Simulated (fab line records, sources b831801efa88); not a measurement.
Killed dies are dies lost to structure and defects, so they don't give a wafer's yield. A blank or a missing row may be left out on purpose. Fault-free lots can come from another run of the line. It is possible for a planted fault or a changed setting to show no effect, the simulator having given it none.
fab line records | flow sky130 | part 1 of 2: steps 1 to 34 of 45
record lots=5 | wafers=15 | last_day=50
route steps=708 shown VT_ADJUST_PCH@144 SONOS_TUNNEL@154 SONOS_ONO@168 GATE_OXIDE@187
lots that met no fault: from a run of the same line without faults
start_h: start of the lot's first displayed wafer, in hours after the record's first day | wait_h: time in hours since the lot's previous step | " repeats the value in the row above | L1.1+2: one row covering several wafers at once | - value missing, or start not given | * or withheld: withheld | < > ~ a bound
route shown NAME@n: a module of which the file shows steps, and the number in the route of the first | usual: mean/standard deviation of fault-free wafers | same: alike in all rows | chamber/n: place in a boat | sites: readings site by site | _std_site: standard deviation of those values | _edge_site: outer sites' mean less inner sites' | radius_mm: how far each site lies from the wafer's centre | mask NAME#n: copy n | behind: the last tool/chamber to shape the wafer | hold: why the lot went on hold/how many hours it stayed there/how the hold came to an end | device: whichever transistor did not switch (one of n, p or np) | end of line: the tests these same wafers got at the end of their route | a step with no rows: only its recipe | killed: count of dies lost to structure and defects at first sort (not the wafer's yield) | map: dies across one wafer; x = killed, . = not, _ = none there
set.NAME: the setting that was run; set.NAME@STEP: the one run at that earlier step | model.NAME: the simulator's own value behind a step, which no gauge read
lots seen at some steps along the route; tables by step, rows by wafer
services: the hour from which a tool's chamber was out of use, counted from the record's first day as start_h (under 0 if before that day), plus the number of hours and why
## steps
# step SKY_VT_ADJUST_PCH_HMDS_01
# recipe prime_time_s=60 | prime_temp_c=120
lot.wafer  | tool           | chamber | start_h | wait_h
L080.1+5+6 | litho_track-03 | 0       | 256.91  | 0.1
L087.2+4+6 | litho_track-01 | 0       | 309.18  | 0.1
L094.3+5+6 | litho_track-01 | 0       | 363.20  | 0.1
L096.1+5+6 | litho_track-03 | 0       | 378.31  | 0.1
L097.1+4+5 | litho_track-04 | 0       | 391.37  | 0.1
# step SKY_VT_ADJUST_PCH_COAT_02
# recipe spin_rpm=2000 | resist_thk_nm=3000
lot.wafer  | tool           | chamber | start_h | wait_h
L080.1+5+6 | litho_track-03 | 0       | 257.06  | 0.1
L087.2+4+6 | litho_track-01 | 0       | 309.33  | 0.1
L094.3+5+6 | litho_track-01 | 0       | 363.35  | 0.1
L096.1+5+6 | litho_track-03 | 0       | 378.46  | 0.1
L097.1+4+5 | litho_track-04 | 0       | 391.52  | 0.1
# step SKY_VT_ADJUST_PCH_SOFTBAKE_03
# recipe temp_c=110 | time_s=withheld
lot.wafer  | tool           | chamber | start_h | wait_h
L080.1+5+6 | litho_track-03 | 0       | 257.21  | 0.1
L087.2+4+6 | litho_track-01 | 0       | 309.49  | 0.1
L094.3+5+6 | litho_track-01 | 0       | 363.52  | 0.1
L096.1+5+6 | litho_track-03 | 0       | 378.61  | 0.1
L097.1+4+5 | litho_track-04 | 0       | 391.67  | 0.1
# step SKY_VT_ADJUST_PCH_EXPOSE_04
# recipe mask_id=NWM | na=0.6 | source_shape=conventional | sigma_outer=0.6 | polarization=unpolarized | target_cd_nm=840 | dose_mj=255
# usual reticle_temp_C=22.98/0.1
lot.wafer | tool             | chamber | start_h | wait_h | mask  | reticle_temp_C
L080.1    | iline_stepper-02 | 0       | -       | -      | NWM#0 | 23.10
L080.5    | "                | 0       | "       | "      | NWM#0 | 23.18
L080.6    | "                | 0       | "       | "      | NWM#0 | 23.13
L087.2    | iline_stepper-02 | 0       | -       | -      | NWM#0 | 23.02
L087.4    | "                | 0       | "       | "      | NWM#0 | 23.01
L087.6    | "                | 0       | "       | "      | NWM#0 | 23.03
L094.3    | iline_stepper-02 | 0       | -       | -      | NWM#0 | 22.84
L094.5    | "                | 0       | "       | "      | NWM#0 | 22.98
L094.6    | "                | 0       | "       | "      | NWM#0 | 22.94
L096.1    | iline_stepper-02 | 0       | -       | -      | NWM#0 | 22.78
L096.5    | "                | 0       | "       | "      | NWM#0 | 22.95
L096.6    | "                | 0       | "       | "      | NWM#0 | 22.89
L097.1    | iline_stepper-02 | 0       | -       | -      | NWM#0 | 22.95
L097.4    | "                | 0       | "       | "      | NWM#0 | 23.01
L097.5    | "                | 0       | "       | "      | NWM#0 | 23.06
# step SKY_VT_ADJUST_PCH_PEB_05
# recipe temp_c=115 | time_s=withheld
lot.wafer  | tool           | chamber | start_h | wait_h
L080.1+5+6 | litho_track-04 | 0       | -       | -
L087.2+4+6 | litho_track-01 | 0       | -       | -
L094.3+5+6 | litho_track-03 | 0       | -       | -
L096.1+5+6 | litho_track-01 | 0       | -       | -
L097.1+4+5 | litho_track-01 | 0       | -       | -
# step SKY_VT_ADJUST_PCH_DEVELOP_06
# recipe wall_angle_deg=90 | developer=TMAH | develop_time_s=60 | dev_temp_c=23
lot.wafer  | tool           | chamber | start_h | wait_h
L080.1+5+6 | litho_track-04 | 0       | -       | -
L087.2+4+6 | litho_track-01 | 0       | -       | -
L094.3+5+6 | litho_track-03 | 0       | -       | -
L096.1+5+6 | litho_track-01 | 0       | -       | -
L097.1+4+5 | litho_track-01 | 0       | -       | -
# step SKY_VT_ADJUST_PCH_OVL_MEAS_07
# usual VT_ADJUST_PCH_OVL=0.2/1.4
lot.wafer | tool       | chamber | start_h | wait_h | VT_ADJUST_PCH_OVL[nm]
L080.1    | overlay-01 | -       | 269.72  | -      | -0.8
L080.5    | "          | -       | "       | "      | 0.2
L080.6    | "          | -       | "       | "      | 0.1
L087.2    | overlay-01 | -       | 322.61  | -      | 2.3
L087.4    | "          | -       | "       | "      | 2.1
L087.6    | "          | -       | "       | "      | 0.8
L094.3    | overlay-02 | -       | 376.72  | -      | -1.0
L094.5    | "          | -       | "       | "      | 0.7
L094.6    | "          | -       | "       | "      | -1.2
L096.1    | overlay-02 | -       | 394.15  | -      | 0.9
L096.5    | "          | -       | "       | "      | 0.5
L096.6    | "          | -       | "       | "      | -0.5
L097.1    | overlay-01 | -       | 405.40  | -      | -0.4
L097.4    | "          | -       | "       | "      | -0.4
L097.5    | "          | -       | "       | "      | -0.5
# step SKY_VT_ADJUST_PCH_IMPLANT_08
# recipe species=B | energy_kev=10 | dose_cm2=5e+11 | tilt_deg=withheld
lot.wafer  | tool         | chamber | start_h | wait_h
L080.1+5+6 | implanter-04 | 0       | 269.75  | 0.0
L087.2+4+6 | implanter-01 | 0       | 322.67  | 0.0
L094.3+5+6 | implanter-01 | 0       | 376.80  | 0.1
L096.1+5+6 | implanter-01 | 0       | 394.19  | 0.0
L097.1+4+5 | implanter-01 | 0       | 405.44  | 0.0
# step SKY_VT_ADJUST_PCH_STRIP_09
# recipe chemistry=O2/N2 | power_w=1400 | pressure_mtorr=1500 | platen_temp_c=withheld | o2_flow_sccm=3000 | n2_flow_sccm=300 | overash_fraction=0.5
# usual drypump_motor_current_A=5.8/0.45 | oes_product_au=0.723/0.0045 | strip_time_to_endpoint_s=36.93/0.097
lot.wafer | tool            | chamber | start_h | wait_h | drypump_motor_current_A | oes_product_au | rf_hours_counter_h | strip_time_to_endpoint_s
L080.1    | plasma_asher-01 | 0       | 269.90  | 0.1    | 5.3                     | 0.723          | 48                 | 36.83
L080.5    | "               | 1       | "       | "      | 5.7                     | 0.725          | -                  | 36.90
L080.6    | "               | 0       | "       | "      | 5.3                     | 0.726          | -                  | 36.87
L087.2    | plasma_asher-03 | 0       | 322.79  | 0.1    | 5.8                     | 0.710          | 63                 | 36.86
L087.4    | "               | 1       | "       | "      | 6.0                     | 0.727          | -                  | 36.81
L087.6    | "               | 0       | "       | "      | 5.9                     | 0.721          | -                  | 36.95
L094.3    | plasma_asher-02 | 0       | 376.93  | 0.1    | 6.6                     | 0.730          | -                  | 37.03
L094.5    | "               | 0       | "       | "      | 6.6                     | 0.728          | -                  | 37.13
L094.6    | "               | 1       | "       | "      | 5.4                     | 0.722          | -                  | 37.06
L096.1    | plasma_asher-02 | 0       | 394.34  | 0.1    | 6.6                     | 0.723          | 25                 | 36.83
L096.5    | "               | 1       | "       | "      | 5.4                     | 0.722          | -                  | 36.75
L096.6    | "               | 0       | "       | "      | 6.6                     | 0.722          | -                  | 36.86
L097.1    | plasma_asher-03 | 1       | 405.59  | 0.1    | 6.0                     | 0.723          | 71                 | 36.92
L097.4    | "               | 1       | "       | "      | 6.0                     | 0.721          | -                  | 36.88
L097.5    | "               | 0       | "       | "      | 5.8                     | 0.726          | -                  | 36.87
# step SKY_VT_ADJUST_PCH_TW_MEAS_10
# usual VT_ADJUST_PCH_TW=142.8/1.1
lot.wafer | tool          | chamber | start_h | wait_h | VT_ADJUST_PCH_TW
L080.1    | film_metro-03 | -       | 270.00  | 0.1    | 141.6
L080.5    | "             | -       | "       | "      | 141.3
L080.6    | "             | -       | "       | "      | 142.3
L087.2    | film_metro-03 | -       | 322.90  | 0.1    | 141.5
L087.4    | "             | -       | "       | "      | 141.5
L087.6    | "             | -       | "       | "      | 141.5
L094.3    | film_metro-01 | -       | 377.02  | 0.1    | 142.3
L094.5    | "             | -       | "       | "      | 142.1
L094.6    | "             | -       | "       | "      | 142.4
L096.1    | film_metro-03 | -       | 394.44  | 0.1    | 141.9
L096.5    | "             | -       | "       | "      | 141.6
L096.6    | "             | -       | "       | "      | 142.1
L097.1    | film_metro-01 | -       | 405.69  | 0.1    | 142.7
L097.4    | "             | -       | "       | "      | 142.6
L097.5    | "             | -       | "       | "      | 142.4
# step SKY_SONOS_TUNNEL_DEHYDRATE_00
# recipe temp_c=200 | time_s=60
lot.wafer  | tool           | chamber | start_h | wait_h
L080.1+5+6 | litho_track-04 | 0       | 281.87  | 11.9
L087.2+4+6 | litho_track-02 | 0       | 335.71  | 12.8
L094.3+5+6 | litho_track-03 | 0       | 391.96  | 14.9
L096.1+5+6 | litho_track-03 | 0       | 407.41  | 13.0
L097.1+4+5 | litho_track-04 | 0       | 420.82  | 15.1
# step SKY_SONOS_TUNNEL_HMDS_01
# recipe prime_time_s=60 | prime_temp_c=120
lot.wafer  | tool           | chamber | start_h | wait_h
L080.1+5+6 | litho_track-04 | 0       | 282.02  | 0.1
L087.2+4+6 | litho_track-02 | 0       | 335.86  | 0.1
L094.3+5+6 | litho_track-03 | 0       | 392.11  | 0.1
L096.1+5+6 | litho_track-03 | 0       | 407.56  | 0.1
L097.1+4+5 | litho_track-04 | 0       | 420.97  | 0.1
# step SKY_SONOS_TUNNEL_COAT_02
# recipe resist=NOVOLAK | spin_rpm=3000 | resist_thk_nm=1140
lot.wafer  | tool           | chamber | start_h | wait_h
L080.1+5+6 | litho_track-04 | 0       | 282.17  | 0.1
L087.2+4+6 | litho_track-02 | 0       | 336.01  | 0.1
L094.3+5+6 | litho_track-03 | 0       | 392.26  | 0.1
L096.1+5+6 | litho_track-03 | 0       | 407.71  | 0.1
L097.1+4+5 | litho_track-04 | 0       | 421.12  | 0.1
# step SKY_SONOS_TUNNEL_SOFTBAKE_03
# recipe temp_c=90 | time_s=60 | resist=NOVOLAK
lot.wafer  | tool           | chamber | start_h | wait_h
L080.1+5+6 | litho_track-04 | 0       | 282.32  | 0.1
L087.2+4+6 | litho_track-02 | 0       | 336.16  | 0.1
L094.3+5+6 | litho_track-03 | 0       | 392.41  | 0.1
L096.1+5+6 | litho_track-03 | 0       | 407.86  | 0.1
L097.1+4+5 | litho_track-04 | 0       | 421.27  | 0.1
# step SKY_SONOS_TUNNEL_EXPOSE_04
# recipe mask_id=TUNM | na=0.6 | source_shape=conventional | sigma_outer=0.6 | polarization=unpolarized | target_cd_nm=410 | dose_mj=136
# usual reticle_temp_C=23.03/0.1
lot.wafer | tool             | chamber | start_h | wait_h | mask   | reticle_temp_C
L080.1    | iline_stepper-02 | 0       | -       | -      | TUNM#0 | 23.01
L080.5    | "                | 0       | "       | "      | TUNM#0 | 23.13
L080.6    | "                | 0       | "       | "      | TUNM#0 | 23.02
L087.2    | iline_stepper-02 | 0       | -       | -      | TUNM#0 | 23.09
L087.4    | "                | 0       | "       | "      | TUNM#0 | 23.19
L087.6    | "                | 0       | "       | "      | TUNM#0 | 22.91
L094.3    | iline_stepper-01 | 0       | -       | -      | TUNM#0 | 23.12
L094.5    | "                | 0       | "       | "      | TUNM#0 | 23.13
L094.6    | "                | 0       | "       | "      | TUNM#0 | 23.05
L096.1    | iline_stepper-01 | 0       | -       | -      | TUNM#0 | 23.07
L096.5    | "                | 0       | "       | "      | TUNM#0 | 22.96
L096.6    | "                | 0       | "       | "      | TUNM#0 | 23.13
L097.1    | iline_stepper-01 | 0       | -       | -      | TUNM#0 | 22.88
L097.4    | "                | 0       | "       | "      | TUNM#0 | 22.98
L097.5    | "                | 0       | "       | "      | TUNM#0 | 22.93
# step SKY_SONOS_TUNNEL_PEB_05
# recipe temp_c=withheld | time_s=* | resist=NOVOLAK
lot.wafer  | tool           | chamber | start_h | wait_h
L080.1+5+6 | litho_track-04 | 0       | -       | -
L087.2+4+6 | litho_track-03 | 0       | -       | -
L094.3+5+6 | litho_track-04 | 0       | -       | -
L096.1+5+6 | litho_track-02 | 0       | -       | -
L097.1+4+5 | litho_track-02 | 0       | -       | -
# step SKY_SONOS_TUNNEL_DEVELOP_06
# recipe resist=NOVOLAK | developer=TMAH | develop_time_s=60 | dev_temp_c=23
lot.wafer  | tool           | chamber | start_h | wait_h
L080.1+5+6 | litho_track-04 | 0       | 294.62  | 0.1
L087.2+4+6 | litho_track-03 | 0       | 349.24  | 0.1
L094.3+5+6 | litho_track-04 | 0       | 406.12  | 0.1
L096.1+5+6 | litho_track-02 | 0       | 423.64  | 0.1
L097.1+4+5 | litho_track-02 | 0       | 435.29  | 0.1
# step SKY_SONOS_TUNNEL_CD_MEAS_07
# recipe target_cd_nm=410
# usual cd_nm=409.8/1.9
lot.wafer | tool      | chamber | start_h | wait_h | cd_nm
L080.1    | cd_sem-02 | -       | 294.77  | 0.1    | 407.3
L080.5    | "         | -       | "       | "      | 408.2
L080.6    | "         | -       | "       | "      | 408.1
L087.2    | cd_sem-02 | -       | 349.38  | 0.1    | 413.8
L087.4    | "         | -       | "       | "      | 413.7
L087.6    | "         | -       | "       | "      | 410.6
L094.3    | cd_sem-01 | -       | 406.26  | 0.1    | 407.0
L094.5    | "         | -       | "       | "      | 410.6
L094.6    | "         | -       | "       | "      | 407.6
L096.1    | cd_sem-02 | -       | 423.79  | 0.1    | 409.1
L096.5    | "         | -       | "       | "      | 408.5
L096.6    | "         | -       | "       | "      | 409.9
L097.1    | cd_sem-01 | -       | 435.44  | 0.1    | 411.5
L097.4    | "         | -       | "       | "      | 412.5
L097.5    | "         | -       | "       | "      | 410.1
# step SKY_SONOS_TUNNEL_OVL_MEAS_08
# usual SONOS_TUNNEL_OVL=0.9/1.4
lot.wafer | tool       | chamber | start_h | wait_h | SONOS_TUNNEL_OVL[nm]
L080.1    | overlay-01 | -       | 294.89  | 0.1    | 3.3
L080.5    | "          | -       | "       | "      | 3.0
L080.6    | "          | -       | "       | "      | 3.1
L087.2    | overlay-02 | -       | 349.49  | 0.1    | -0.1
L087.4    | "          | -       | "       | "      | -1.0
L087.6    | "          | -       | "       | "      | 0.8
L094.3    | overlay-02 | -       | 406.35  | 0.1    | -0.1
L094.5    | "          | -       | "       | "      | 0.1
L094.6    | "          | -       | "       | "      | 1.3
L096.1    | overlay-02 | -       | 423.91  | 0.1    | 1.1
L096.5    | "          | -       | "       | "      | 2.7
L096.6    | "          | -       | "       | "      | 4.0
L097.1    | overlay-01 | -       | 435.56  | 0.1    | 1.3
L097.4    | "          | -       | "       | "      | 1.9
L097.5    | "          | -       | "       | "      | -0.3
# step SKY_SONOS_TUNNEL_IMPLANT_09
# recipe species=B | energy_kev=20 | dose_cm2=1e+12 | tilt_deg=withheld
lot.wafer  | tool         | chamber | start_h | wait_h
L080.1+5+6 | implanter-03 | 0       | 294.92  | 0.0
L087.2+4+6 | implanter-03 | 0       | 349.54  | 0.0
L094.3+5+6 | implanter-03 | 0       | 406.42  | 0.1
L096.1+5+6 | implanter-04 | 0       | 423.94  | 0.0
L097.1+4+5 | implanter-02 | 0       | 435.59  | 0.0
# step SKY_SONOS_TUNNEL_WET_ETCH_10
# recipe chemistry=dHF | target_depth_nm=14 | target=SiO2 | dilution=100:1 | temp_c=25 | time_s=280
lot.wafer  | tool         | chamber | start_h | wait_h
L080.1+5+6 | wet_bench-03 | 2       | 295.07  | 0.1
L087.2+4+6 | wet_bench-04 | 2       | 349.67  | 0.1
L094.3+5+6 | wet_bench-03 | 3       | 406.52  | 0.1
L096.1+5+6 | wet_bench-01 | 1       | 424.09  | 0.1
L097.1+4+5 | wet_bench-04 | 2       | 435.74  | 0.1
# step SKY_SONOS_TUNNEL_STRIP_11
# recipe chemistry=SPM | time_s=600 | temp_c=130
lot.wafer  | tool         | chamber | start_h | wait_h
L080.1+5+6 | wet_bench-01 | 0       | 295.16  | 0.0
L087.2+4+6 | wet_bench-01 | 0       | 349.77  | 0.0
L094.3+5+6 | wet_bench-04 | 0       | 406.62  | 0.0
L096.1+5+6 | wet_bench-04 | 2       | 424.19  | 0.0
L097.1+4+5 | wet_bench-01 | 0       | 435.83  | 0.0
# step SKY_SONOS_TUNNEL_TW_MEAS_12
# usual SONOS_TUNNEL_TW=197.1/1.1
lot.wafer | tool          | chamber | start_h | wait_h | SONOS_TUNNEL_TW
L080.1    | film_metro-03 | -       | 295.34  | 0.0    | 196.2
L080.5    | "             | -       | "       | "      | 196.7
L080.6    | "             | -       | "       | "      | 197.0
L087.2    | film_metro-04 | -       | 349.96  | 0.0    | 198.7
L087.4    | "             | -       | "       | "      | 198.7
L087.6    | "             | -       | "       | "      | 198.5
L094.3    | film_metro-04 | -       | 406.81  | 0.0    | 198.7
L094.5    | "             | -       | "       | "      | 198.5
L094.6    | "             | -       | "       | "      | 198.6
L096.1    | film_metro-03 | -       | 424.36  | 0.0    | 195.0
L096.5    | "             | -       | "       | "      | 195.0
L096.6    | "             | -       | "       | "      | 195.3
L097.1    | film_metro-03 | -       | 436.00  | 0.0    | 195.6
L097.4    | "             | -       | "       | "      | 195.2
L097.5    | "             | -       | "       | "      | 194.8
# step SKY_SONOS_TUNNEL_CLEAN_13
# recipe chemistry=dHF | time_s=20 | dilution=100:1 | dry=ipa_marangoni
lot.wafer  | tool         | chamber | start_h | wait_h
L080.1+5+6 | wet_bench-03 | 3       | 295.40  | 0.1
L087.2+4+6 | wet_bench-04 | 3       | 350.01  | 0.0
L094.3+5+6 | wet_bench-03 | 3       | 406.85  | 0.0
L096.1+5+6 | wet_bench-01 | 2       | 424.42  | 0.1
L097.1+4+5 | wet_bench-03 | 0       | 436.06  | 0.1
# step SKY_SONOS_ONO_OXIDATION_00
# recipe temp_c=800 | ambient=O2 | idle_temp_c=700 | ramp_up_c_per_min=10 | ramp_down_c_per_min=3 | stabilise_s=600 | purge_s=300 | target_thk_a=26 | ox_time_s=1249
# usual ox_temp_c_max=804.5/0.94 | zone_power_bottom_pct=18.6/1.1
# same stabilise_s=600
lot.wafer | tool       | chamber | start_h | wait_h | ox_temp_c_max | zone_power_bottom_pct
L080.1    | furnace-01 | 0       | 297.49  | 2.1    | 802.9         | 19.8
L080.5    | "          | 0       | "       | "      | 803.3         | 19.4
L080.6    | "          | 0       | "       | "      | 805.0         | 19.9
L087.2    | furnace-02 | 0       | 353.13  | 3.1    | 805.9         | 17.7
L087.4    | "          | 0       | "       | "      | 804.6         | 17.8
L087.6    | "          | 0       | "       | "      | 804.4         | 17.5
L094.3    | furnace-02 | 0       | 407.35  | 0.5    | 805.0         | 17.7
L094.5    | "          | 0       | "       | "      | 806.8         | 17.3
L094.6    | "          | 0       | "       | "      | 804.6         | 17.8
L096.1    | furnace-01 | 0       | 424.44  | 0.0    | 802.2         | 20.1
L096.5    | "          | 0       | "       | "      | 804.0         | 19.7
L096.6    | "          | 0       | "       | "      | 804.0         | 19.8
L097.1    | furnace-01 | 0       | 436.15  | 0.1    | 804.0         | 19.9
L097.4    | "          | 0       | "       | "      | 804.8         | 19.9
L097.5    | "          | 0       | "       | "      | 804.0         | 20.0
# step SKY_SONOS_ONO_THK_MEAS_01
# recipe reads=SiO2_of_SONOS_ONO_OXIDATION_00
# usual SONOS_ONO_OXIDATION_THK=2.58/0.056
lot.wafer | tool          | chamber | start_h | wait_h | SONOS_ONO_OXIDATION_THK[nm]
L080.1    | film_metro-01 | -       | 298.84  | 0.0    | 2.52
L080.5    | "             | -       | "       | "      | 2.49
L080.6    | "             | -       | "       | "      | 2.55
L087.2    | film_metro-02 | -       | 354.49  | 0.0    | 2.70
L087.4    | "             | -       | "       | "      | 2.66
L087.6    | "             | -       | "       | "      | 2.58
L094.3    | film_metro-02 | -       | 408.72  | 0.0    | 2.56
L094.5    | "             | -       | "       | "      | 2.49
L094.6    | "             | -       | "       | "      | 2.54
L096.1    | film_metro-02 | -       | 425.78  | 0.0    | 2.64
L096.5    | "             | -       | "       | "      | 2.62
L096.6    | "             | -       | "       | "      | 2.60
L097.1    | film_metro-04 | -       | 437.50  | 0.0    | 2.57
L097.4    | "             | -       | "       | "      | 2.51
L097.5    | "             | -       | "       | "      | 2.57
# step SKY_SONOS_ONO_CVD_02
# recipe material=Si3N4 | precursor=DCS/NH3 | target_thk_nm=10.5 | temp_c=770 | time_s=180 | pressure_mtorr=250
# usual zone_power_bottom_pct=23/3
lot.wafer | tool     | chamber | start_h | wait_h | zone_power_bottom_pct
L080.1    | lpcvd-02 | 0       | 300.30  | 1.4    | 25
L080.5    | "        | 0       | "       | "      | 24
L080.6    | "        | 0       | "       | "      | 25
L087.2    | lpcvd-02 | 0       | 354.54  | 0.0    | 25
L087.4    | "        | 0       | "       | "      | 25
L087.6    | "        | 0       | "       | "      | 25
L094.3    | lpcvd-02 | 0       | 409.20  | 0.5    | 25
L094.5    | "        | 0       | "       | "      | 25
L094.6    | "        | 0       | "       | "      | 25
L096.1    | lpcvd-02 | 1       | 425.84  | 0.1    | 18
L096.5    | "        | 1       | "       | "      | 18
L096.6    | "        | 1       | "       | "      | 19
L097.1    | lpcvd-02 | 0       | 439.16  | 1.6    | 25
L097.4    | "        | 0       | "       | "      | 25
L097.5    | "        | 0       | "       | "      | 25
# step SKY_SONOS_ONO_THK_MEAS_03
# recipe reads=Si3N4_of_SONOS_ONO_CVD_02
# usual SONOS_ONO_CVD_02_THK=10.38/0.15
lot.wafer | tool          | chamber | start_h | wait_h | SONOS_ONO_CVD_02_THK[nm]
L080.1    | film_metro-04 | -       | 301.35  | 0.0    | 10.22
L080.5    | "             | -       | "       | "      | 10.25
L080.6    | "             | -       | "       | "      | 10.35
L087.2    | film_metro-02 | -       | 355.60  | 0.0    | 10.33
L087.4    | "             | -       | "       | "      | 10.37
L087.6    | "             | -       | "       | "      | 10.28
L094.3    | film_metro-04 | -       | 410.27  | 0.0    | 10.49
L094.5    | "             | -       | "       | "      | 10.44
L094.6    | "             | -       | "       | "      | 10.35
L096.1    | film_metro-01 | -       | 426.89  | 0.0    | 10.40
L096.5    | "             | -       | "       | "      | 10.33
L096.6    | "             | -       | "       | "      | 10.44
L097.1    | film_metro-04 | -       | 440.21  | 0.0    | 10.52
L097.4    | "             | -       | "       | "      | 10.59
L097.5    | "             | -       | "       | "      | 10.47
# step SKY_SONOS_ONO_CVD_04
# recipe material=SiO2 | precursor=SiH4/N2O | target_thk_nm=5.7199 | temp_c=900 | pressure_mtorr=400
# usual zone_power_bottom_pct=32.4/2.4
lot.wafer | tool     | chamber | start_h | wait_h | zone_power_bottom_pct
L080.1    | lpcvd-03 | 0       | 301.41  | 0.1    | 28.8
L080.5    | "        | 0       | "       | "      | 29.1
L080.6    | "        | 0       | "       | "      | 28.9
L087.2    | lpcvd-03 | 1       | 355.65  | 0.0    | 34.3
L087.4    | "        | 1       | "       | "      | 34.5
L087.6    | "        | 1       | "       | "      | 33.8
L094.3    | lpcvd-03 | 0       | 410.31  | 0.0    | 29.1
L094.5    | "        | 0       | "       | "      | 29.1
L094.6    | "        | 0       | "       | "      | 29.2
L096.1    | lpcvd-03 | 1       | 426.95  | 0.1    | 34.4
L096.5    | "        | 1       | "       | "      | 34.2
L096.6    | "        | 1       | "       | "      | 34.4
L097.1    | lpcvd-03 | 1       | 440.27  | 0.1    | 34.3
L097.4    | "        | 1       | "       | "      | 34.2
L097.5    | "        | 1       | "       | "      | 34.3
# step SKY_SONOS_ONO_THK_MEAS_05
# recipe reads=SiO2_of_SONOS_ONO_CVD_04
# usual SONOS_ONO_CVD_04_THK=5.74/0.12
lot.wafer | tool          | chamber | start_h | wait_h | SONOS_ONO_CVD_04_THK[nm]
L080.1    | film_metro-04 | -       | 302.66  | 0.0    | 5.56
L080.5    | "             | -       | "       | "      | 5.70
L080.6    | "             | -       | "       | "      | 5.60
L087.2    | film_metro-04 | -       | 356.91  | 0.0    | 5.67
L087.4    | "             | -       | "       | "      | 5.53
L087.6    | "             | -       | "       | "      | 5.65
L094.3    | film_metro-01 | -       | 411.58  | 0.0    | 5.82
L094.5    | "             | -       | "       | "      | 5.86
L094.6    | "             | -       | "       | "      | 5.86
L096.1    | film_metro-01 | -       | 428.20  | 0.0    | 5.68
L096.5    | "             | -       | "       | "      | 5.63
L096.6    | "             | -       | "       | "      | 5.68
L097.1    | film_metro-02 | -       | 441.52  | 0.0    | 5.77
L097.4    | "             | -       | "       | "      | 5.74
L097.5    | "             | -       | "       | "      | 5.73
# step SKY_SONOS_ONO_DEHYDRATE_06
# recipe temp_c=200 | time_s=60
lot.wafer  | tool           | chamber | start_h | wait_h
L080.1+5+6 | litho_track-03 | 0       | 314.46  | 11.8
L087.2+4+6 | litho_track-03 | 0       | 368.99  | 12.1
L094.3+5+6 | litho_track-03 | 0       | 426.56  | 15.0
L096.1+5+6 | litho_track-02 | 0       | 442.19  | 14.0
L097.1+4+5 | litho_track-03 | 0       | 456.41  | 14.9
# step SKY_SONOS_ONO_HMDS_07
# recipe prime_time_s=60 | prime_temp_c=120
lot.wafer  | tool           | chamber | start_h | wait_h
L080.1+5+6 | litho_track-03 | 0       | 314.61  | 0.1
L087.2+4+6 | litho_track-03 | 0       | 369.14  | 0.1
L094.3+5+6 | litho_track-03 | 0       | 426.71  | 0.1
L096.1+5+6 | litho_track-02 | 0       | 442.34  | 0.1
L097.1+4+5 | litho_track-03 | 0       | 456.56  | 0.1
# step SKY_SONOS_ONO_COAT_08
# recipe resist=NOVOLAK | spin_rpm=3000 | resist_thk_nm=1140
lot.wafer  | tool           | chamber | start_h | wait_h
L080.1+5+6 | litho_track-03 | 0       | 314.76  | 0.1
L087.2+4+6 | litho_track-03 | 0       | 369.29  | 0.1
L094.3+5+6 | litho_track-03 | 0       | 426.86  | 0.1
L096.1+5+6 | litho_track-02 | 0       | 442.49  | 0.1
L097.1+4+5 | litho_track-03 | 0       | 456.71  | 0.1
# step SKY_SONOS_ONO_SOFTBAKE_09
# recipe temp_c=90 | time_s=60 | resist=NOVOLAK
lot.wafer  | tool           | chamber | start_h | wait_h
L080.1+5+6 | litho_track-03 | 0       | 314.91  | 0.1
L087.2+4+6 | litho_track-03 | 0       | 369.44  | 0.1
L094.3+5+6 | litho_track-03 | 0       | 427.01  | 0.1
L096.1+5+6 | litho_track-02 | 0       | 442.64  | 0.1
L097.1+4+5 | litho_track-03 | 0       | 456.86  | 0.1
